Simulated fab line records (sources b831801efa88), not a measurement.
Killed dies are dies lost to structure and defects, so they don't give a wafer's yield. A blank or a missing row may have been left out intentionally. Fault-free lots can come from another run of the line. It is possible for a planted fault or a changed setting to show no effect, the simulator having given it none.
fab line records	flow sky130
record lots=7	wafers=21	lastDay=50
route steps=708 shown LDD_LDN@292 SPACER@304 PAD_OPEN@708
lots that met no fault: from a run of the same line without faults
startH: hours from the record's first day to the start of the lot's first wafer shown	waitH: hours from the lot's prior step to this one	" same as the row above	L1.1+2: several wafers, shown together as one row	- no value, or no start was given	* or withheld: withheld	< > ~ a bound
route shown NAME@n: NAME is a module with steps in the file, n the number in the route of the first one	usual: average and standard deviation across the fault-free wafers	same: alike in all rows	chamber/n: place in a boat	sites: the reading at each site	_std_site: their standard deviation	_edge_site: mean of outer sites minus mean of inner sites	radiusMm: how far each site lies from the wafer's centre	mask NAME#n: copy n	behind: the tool/chamber that last shaped the wafer	hold: cause of the lot's hold/its duration in hours/its outcome	device: the transistor (n, p or np) that didn't switch	end of line: at the end of the route, the tests of the same wafers	step lacking rows: just its recipe	killed: count of dies lost to structure and defects at first sort (not the wafer's yield)	map: a wafer's dies, x killed, . not, _ none there
set.NAME: the setting the step ran with; set.NAME@STEP: the setting that earlier step ran with	model.NAME: the simulator's own value behind a step, which no gauge read
lots at selected steps of the route; one table per step, one row per wafer
services: the hour from which a tool's chamber was out of use, counted from the record's first day as startH (under 0 if before that day), plus the number of hours and why
## steps
# step SKY_LDD_LDN_SOFTBAKE_03
# recipe tempC=90	timeS=60	resist=NOVOLAK
# step SKY_LDD_LDN_EXPOSE_04
# recipe maskId=LDNTM	na=0.6	sourceShape=conventional	sigmaOuter=0.6	polarization=unpolarized	targetCdNm=700	doseMj=140
# step SKY_LDD_LDN_PEB_05
# recipe tempC=withheld	timeS=*	resist=NOVOLAK
# step SKY_LDD_LDN_DEVELOP_06
# recipe resist=NOVOLAK	developer=TMAH	developTimeS=60	devTempC=23
# step SKY_LDD_LDN_OVL_MEAS_07
# usual LDD_LDN_OVL=-0.4/1.5
lot.wafer	tool	chamber	startH	waitH	LDD_LDN_OVL[nm]
L686.1	overlay-01	-	531.27	0.1	-0.1
L686.4	"	-	"	"	-0.7
L686.5	"	-	"	"	0.3
L687.3	overlay-01	-	533.05	0.1	0.5
L687.4	"	-	"	"	0.4
L687.6	"	-	"	"	-1.5
L688.1	overlay-02	-	540.93	0.1	-0.9
L688.5	"	-	"	"	-2.2
L688.6	"	-	"	"	-2.1
L698.1	overlay-01	-	632.07	0.1	0.0
L698.3	"	-	"	"	0.1
L698.4	"	-	"	"	1.4
L703.2	overlay-01	-	680.54	0.1	-1.3
L703.4	"	-	"	"	-3.0
L703.6	"	-	"	"	-1.4
L705.2	overlay-02	-	703.39	0.1	-0.9
L705.3	"	-	"	"	-0.1
L705.4	"	-	"	"	-0.4
L707.4	overlay-01	-	722.40	0.1	-0.7
L707.5	"	-	"	"	0.0
L707.6	"	-	"	"	0.1
# step SKY_LDD_LDN_IMPLANT_08
# recipe species=As	energyKev=15	doseCm2=1.25e+13	tiltDeg=withheld	rotationDeg=23
# step SKY_LDD_LDN_IMPLANT_09
# recipe species=As	energyKev=15	doseCm2=1.25e+13	tiltDeg=withheld	rotationDeg=113
# step SKY_LDD_LDN_IMPLANT_10
# recipe species=As	energyKev=15	doseCm2=1.25e+13	tiltDeg=withheld	rotationDeg=203
# step SKY_LDD_LDN_IMPLANT_11
# recipe species=As	energyKev=15	doseCm2=1.25e+13	tiltDeg=withheld	rotationDeg=293
# step SKY_LDD_LDN_STRIP_12
# recipe chemistry=O2/N2	powerW=1400	pressureMtorr=1500	platenTempC=withheld	o2FlowSccm=3000	n2FlowSccm=300	overashFraction=0.5
# usual drypumpMotorCurrentA=5.4/0.47	o2FlowSccm=3001/8.9	oesProductAu=0.715/0.0046	stripTimeToEndpointS=14.18/0.037
lot.wafer	tool	chamber	startH	waitH	drypumpMotorCurrentA	o2FlowSccm	oesProductAu	rfHoursCounterH	stripTimeToEndpointS
L686.1	plasmaAsher-03	1	531.91	0.1	5.7	2995	0.714	69	14.16
L686.4	"	1	"	"	5.8	2988	0.717	-	14.17
L686.5	"	0	"	"	5.5	2995	0.715	-	14.16
L687.3	plasmaAsher-01	0	533.70	0.1	4.8	2993	0.718	-	14.19
L687.4	"	1	"	"	5.3	3012	0.729	-	14.27
L687.6	"	0	"	"	4.8	2999	0.711	-	14.24
L688.1	plasmaAsher-01	1	541.57	0.1	5.3	3007	0.717	11	14.26
L688.5	"	1	"	"	5.3	3000	0.722	-	14.21
L688.6	"	0	"	"	4.8	3015	0.719	-	14.26
L698.1	plasmaAsher-01	0	632.71	0.1	4.8	3016	0.722	20	14.15
L698.3	"	1	"	"	5.3	3013	0.715	-	14.15
L698.4	"	0	"	"	4.8	3010	0.712	-	14.12
L703.2	plasmaAsher-01	0	681.17	0.1	4.8	3021	0.712	25	14.24
L703.4	"	0	"	"	4.8	2998	0.718	-	14.25
L703.6	"	0	"	"	4.8	3016	0.713	-	14.21
L705.2	plasmaAsher-01	1	704.02	0.1	5.3	3005	0.708	27	14.21
L705.3	"	1	"	"	5.3	2996	0.717	-	14.19
L705.4	"	0	"	"	4.8	3002	0.721	-	14.21
L707.4	plasmaAsher-01	0	723.05	0.1	4.8	2999	0.725	-	14.14
L707.5	"	0	"	"	4.8	2991	0.709	-	14.18
L707.6	"	1	"	"	5.3	3003	0.713	-	14.26
# step SKY_LDD_LDN_TW_MEAS_13
# usual LDD_LDN_TW=1480/11
lot.wafer	tool	chamber	startH	waitH	LDD_LDN_TW
L686.1	filmMetro-01	-	532.01	0.1	1478
L686.4	"	-	"	"	1488
L686.5	"	-	"	"	1479
L687.3	filmMetro-01	-	533.79	0.1	1497
L687.4	"	-	"	"	1489
L687.6	"	-	"	"	1500
L688.1	filmMetro-03	-	541.67	0.1	1473
L688.5	"	-	"	"	1477
L688.6	"	-	"	"	1472
L698.1	filmMetro-03	-	632.81	0.1	1467
L698.3	"	-	"	"	1466
L698.4	"	-	"	"	1473
L703.2	filmMetro-01	-	681.28	0.1	1505
L703.4	"	-	"	"	1505
L703.6	"	-	"	"	1501
L705.2	filmMetro-03	-	704.13	0.1	1479
L705.3	"	-	"	"	1474
L705.4	"	-	"	"	1474
L707.4	filmMetro-01	-	723.15	0.1	1493
L707.5	"	-	"	"	1499
L707.6	"	-	"	"	1505
# step SKY_LDD_LDN_CLEAN_14
# recipe chemistry=SC1/SC2	mix=1:4:20	tempC=70	timeS=150	dry=n2Spin
# step SKY_SPACER_CVD_00
# recipe material=Si3N4	precursor=DCS/NH3	targetThkNm=43.1	tempC=770	timeS=740	pressureMtorr=250
# usual spikeTcBottomC=787.7/2.3	spikeTcCentreC=771.0/1.2	spikeTcLowerC=771.9/1.2	spikeTcTopC=783.4/1.1	spikeTcUpperC=770.1/1.3	susceptorTempC=770.0/0.37	zonePowerBottomPct=18.2/0.84	zonePowerCentrePct=13.81/0.18	zonePowerLowerPct=12.74/0.15	zonePowerTopPct=27.8/0.71	zonePowerUpperPct=12.1/0.79
lot.wafer	tool	chamber	startH	waitH	spikeTcBottomC	spikeTcCentreC	spikeTcLowerC	spikeTcTopC	spikeTcUpperC	susceptorTempC	zonePowerBottomPct	zonePowerCentrePct	zonePowerLowerPct	zonePowerTopPct	zonePowerUpperPct	model.Si3N4_of_SPACER_CVD_00.thkNm
L686.1	lpcvd-02	0	532.12	0.0	841.9	824.0	823.4	834.0	822.2	821.8	22.2	15.38	14.77	31.9	15.0	75.27
L686.4	"	0	"	"	841.3	823.4	822.2	834.5	818.9	821.5	22.0	15.46	14.67	32.1	14.8	74.97
L686.5	"	0	"	"	840.7	824.4	821.1	834.2	820.6	821.4	21.9	15.58	14.53	32.6	14.8	75.6
L687.3	lpcvd-02	0	533.93	0.0	842.2	822.9	822.5	831.0	820.8	822.0	22.0	15.05	14.49	31.1	14.6	74.31
L687.4	"	0	"	"	840.4	822.4	821.8	833.4	821.4	821.4	22.0	15.45	14.75	31.3	14.9	74.23
L687.6	"	0	"	"	840.0	822.9	824.6	832.2	820.7	821.6	21.8	15.60	14.75	32.3	14.9	74.66
L688.1	lpcvd-02	0	543.94	2.2	841.4	824.3	823.4	832.9	820.8	822.1	22.6	15.73	14.21	31.4	14.9	75.48
L688.5	"	0	"	"	842.4	823.0	822.8	833.4	821.1	822.0	22.0	15.33	14.37	31.4	15.0	75.46
L688.6	"	0	"	"	842.0	823.1	820.1	832.5	821.8	821.5	21.8	15.81	14.54	32.0	14.7	76.21
L698.1	lpcvd-02	1	632.92	0.0	786.5	770.3	772.8	784.1	769.7	770.4	17.5	13.88	12.64	27.5	11.6	43.3
L698.3	"	1	"	"	786.7	771.1	773.2	783.1	770.3	770.2	17.6	13.89	12.64	27.4	11.6	43
L698.4	"	1	"	"	787.7	771.4	772.3	785.1	770.2	769.9	17.8	13.99	12.73	27.1	11.5	43.04
L703.2	lpcvd-02	1	681.80	0.4	785.1	771.7	770.6	781.0	770.3	770.7	17.3	13.93	12.67	27.4	11.3	43.49
L703.4	"	1	"	"	786.9	769.0	774.3	783.5	769.2	770.3	17.7	13.79	12.67	27.0	11.7	43.79
L703.6	"	1	"	"	786.4	770.9	773.7	782.7	773.3	770.2	17.6	13.88	12.72	27.7	11.7	43.74
L705.2	lpcvd-02	1	705.38	1.2	785.9	769.7	774.1	784.1	771.9	769.5	17.5	13.89	12.66	27.7	11.4	42.78
L705.3	"	1	"	"	786.1	769.4	771.9	782.3	770.4	769.6	17.4	13.90	12.80	27.3	11.5	42.54
L705.4	"	1	"	"	785.9	768.8	773.5	783.1	770.5	770.1	17.6	13.89	12.70	27.4	11.5	42.81
L707.4	lpcvd-02	1	723.23	0.0	786.6	771.0	773.8	786.0	770.7	769.9	17.4	13.97	12.93	27.3	11.6	43.39
L707.5	"	1	"	"	786.8	770.2	769.9	784.5	772.5	770.2	17.3	14.02	12.40	27.7	11.3	43.38
L707.6	"	1	"	"	785.8	770.5	771.3	784.2	770.3	770.1	17.4	13.84	12.74	27.2	11.6	43.89
# step SKY_SPACER_THK_MEAS_01
# recipe reads=Si3N4_of_SPACER_CVD_00
# usual SPACER_CVD_00_THK=43.1/0.43
lot.wafer	tool	chamber	startH	waitH	hold	SPACER_CVD_00_THK[nm]
L686.1	filmMetro-02	-	533.93	0.0	awaitDispo/0.2h/release	75.2
L686.4	"	-	"	"	awaitDispo/0.2h/release	75.0
L686.5	"	-	"	"	awaitDispo/0.2h/release	75.6
L686.1	filmMetro-02	-	534.16	0.2	-	75.3
L686.4	"	-	"	"	-	74.9
L686.5	"	-	"	"	-	75.6
L687.3	filmMetro-02	-	535.76	0.0	awaitDispo/0.2h/release	74.3
L687.4	"	-	"	"	awaitDispo/0.2h/release	74.2
L687.6	"	-	"	"	awaitDispo/0.2h/release	74.6
L687.3	filmMetro-02	-	535.98	0.2	-	74.3
L687.4	"	-	"	"	-	74.2
L687.6	"	-	"	"	-	74.7
L688.1	filmMetro-01	-	545.75	0.0	awaitDispo/0.2h/release	75.5
L688.5	"	-	"	"	awaitDispo/0.2h/release	75.5
L688.6	"	-	"	"	awaitDispo/0.2h/release	76.2
L688.1	filmMetro-01	-	545.97	0.2	-	75.4
L688.5	"	-	"	"	-	75.5
L688.6	"	-	"	"	-	76.2
L698.1	filmMetro-01	-	634.13	0.0	-	43.3
L698.3	"	-	"	"	-	43.0
L698.4	"	-	"	"	-	43.0
L703.2	filmMetro-04	-	683.02	0.0	-	43.5
L703.4	"	-	"	"	-	43.8
L703.6	"	-	"	"	-	43.8
L705.2	filmMetro-04	-	706.60	0.0	-	42.8
L705.3	"	-	"	"	-	42.6
L705.4	"	-	"	"	-	42.8
L707.4	filmMetro-01	-	725.07	0.0	-	43.4
L707.5	"	-	"	"	-	43.4
L707.6	"	-	"	"	-	43.9
# step SKY_PAD_OPEN_PROBE_99
# usual defectLimitedYield=82.4/2.1	killed_at_M0_to_M3=44/7	killed_at_M4_up=3.0/1.9	killedAtContacts=24/5.4	killedAtFrontEnd=15/4.6	killedAtOther=0.3/0.5	killedDies=87/10	killedOnRim=17/3.5	killedOpen=47/7	killedShort=40/6.2	sort_bin_3_pad_short=0.9/0.5	sort_bin_5_function=10.4/1.4	sort_bin_6_memory=6.3/1.2	sortNPass=405/10	sortYieldPct=82.4/2.1
# same grossDies=492	killedAtBackSide=0	sort_bin_4_leakage[%]=0	sort_bin_8_speed[%]=0
lot.wafer	tool	chamber	startH	waitH	defectLimitedYield[%]	killed_at_M0_to_M3	killed_at_M4_up	killedAtContacts	killedAtFrontEnd	killedAtOther	killedDies	killedOnRim	killedOpen	killedShort	sort_bin_3_pad_short[%]	sort_bin_5_function[%]	sort_bin_6_memory[%]	sortNPass	sortYieldPct[%]
L698.1	prober-01	-	1145.10	0.1	83.9	42	3	24	9	1	79	15	45	34	1.2	10.2	4.7	413	83.9
L698.3	prober-01	-	1145.20	0.2	79.7	45	8	37	10	0	100	18	57	43	1.4	12.0	6.9	392	79.7
L698.4	prober-01	-	1145.25	0.2	76.0	56	2	44	16	0	118	23	75	43	1.0	14.0	8.9	374	76.0
L703.2	prober-02	-	1179.90	0.1	85.6	36	2	15	18	0	71	11	34	37	0.4	9.6	4.5	421	85.6
L703.4	prober-02	-	1180.00	0.2	82.3	42	2	32	11	0	87	18	48	39	1.4	11.2	5.1	405	82.3
L703.6	prober-02	-	1180.10	0.2	82.7	41	2	28	14	0	85	18	44	41	1.0	7.7	8.5	407	82.7
L705.2	prober-01	-	1193.15	0.1	80.1	51	0	27	20	0	98	14	56	42	0.8	11.4	7.7	394	80.1
L705.3	prober-01	-	1193.20	0.2	81.5	37	4	27	23	0	91	17	52	39	0.8	10.0	7.7	401	81.5
L705.4	prober-01	-	1193.25	0.2	79.5	54	2	22	23	0	101	16	46	55	1.2	11.6	7.7	391	79.5
# killed by level:class
L698.1 CONTACT:geometricParticle:open=12 VIA3:geometricParticle:open=8 VIA1:geometricParticle:open=7 VIA2:geometricParticle:open=6 LOCAL_INTERCONNECT:geometricParticle:short=5 METAL1:geometricParticle:short=5 METAL1:geometricParticle:open=4 METAL2:geometricParticle:short=4
L698.3 CONTACT:geometricParticle:open=16 CONTACT:geometricParticle:short=9 VIA1:geometricParticle:open=8 LI_CONTACT:geometricParticle:open=8 METAL1:geometricParticle:short=8 METAL4:geometricParticle:short=6 VIA3:geometricParticle:open=6 VIA3:geometricParticle:short=5
L698.4 VIA1:geometricParticle:open=20 CONTACT:geometricParticle:open=15 CONTACT:geometricParticle:short=12 LI_CONTACT:geometricParticle:open=11 FIELD_ISO:geometricParticle:open=7 VIA2:geometricParticle:open=7 VIA3:geometricParticle:open=7 METAL1:geometricParticle:short=6
L703.2 FIELD_ISO:geometricParticle:short=7 VIA2:geometricParticle:open=6 LI_CONTACT:geometricParticle:open=5 CONTACT:geometricParticle:open=4 METAL2:geometricParticle:short=4 VIA1:geometricParticle:open=4 VIA2:geometricParticle:short=4 POLY_GATE:geometricParticle:short=3
L703.4 CONTACT:geometricParticle:open=13 LI_CONTACT:geometricParticle:open=11 VIA1:geometricParticle:short=9 VIA1:geometricParticle:open=9 METAL2:geometricParticle:short=6 VIA2:geometricParticle:open=6 POLY_GATE:geometricParticle:short=5 METAL3:geometricParticle:short=4
L703.6 CONTACT:geometricParticle:open=13 FIELD_ISO:geometricParticle:short=7 VIA1:geometricParticle:short=7 METAL1:geometricParticle:short=6 VIA1:geometricParticle:open=6 FIELD_ISO:geometricParticle:open=5 LI_CONTACT:geometricParticle:short=5 LI_CONTACT:geometricParticle:open=5
L705.2 LI_CONTACT:geometricParticle:open=9 VIA1:geometricParticle:open=9 CONTACT:geometricParticle:open=8 VIA3:geometricParticle:open=8 POLY_GATE:geometricParticle:open=7 VIA3:geometricParticle:short=6 METAL1:geometricParticle:short=6 CONTACT:geometricParticle:short=5
L705.3 CONTACT:geometricParticle:open=11 VIA1:geometricParticle:open=10 POLY_GATE:geometricParticle:open=8 LI_CONTACT:geometricParticle:open=7 METAL2:geometricParticle:short=5 FIELD_ISO:geometricParticle:short=4 VIA2:geometricParticle:short=4 CONTACT:geometricParticle:short=4
L705.4 VIA2:geometricParticle:open=11 VIA1:geometricParticle:open=11 FIELD_ISO:geometricParticle:short=9 METAL1:geometricParticle:short=8 METAL2:geometricParticle:short=7 CONTACT:geometricParticle:open=7 CONTACT:geometricParticle:short=5 POLY_GATE:geometricParticle:short=5
## services
tool	chamber	startH	hours	kind
plasmaAsher-01	-	557.33	1.6	repair
plasmaAsher-03	-	681.79	2.5	repair
## key
firstSign step=SKY_SPACER_CVD_00	reading=susceptorTempC	direction=up	sigmas=99+	usual=*	struck=*
effect step=SKY_SPACER_CVD_00	reading=spikeTcCentreC	direction=up	sigmas=44	usual=771.0	struck=823.4
effect step=SKY_SPACER_THK_MEAS_01	reading=visit	direction=added
effect step=SKY_SPACER_THK_MEAS_01	reading=SPACER_CVD_00_THK	direction=up	sigmas=75	usual=43.1	struck=75.1
modelEffect step=SKY_SPACER_CVD_00	value=Si3N4_of_SPACER_CVD_00.thkNm	without=42.79	struck=75.13
metAt SKY_SPACER_CVD_00
struckWafers L686.1,L686.4,L686.5,L687.3,L687.4,L687.6,L688.1,L688.5,L688.6
scrappedBehind SKY_SPACER_THK_MEAS_01 L686.1,L686.4,L686.5,L687.3,L687.4,L687.6,L688.1,L688.5,L688.6
fault kind=processParameterDrift	tool=lpcvd-02	chamber=-	onsetH=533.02	steps=SKY_SPACER_CVD_00	channel=tempC	offset=*	shape=step	endH=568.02	actsIn=*	stated=*
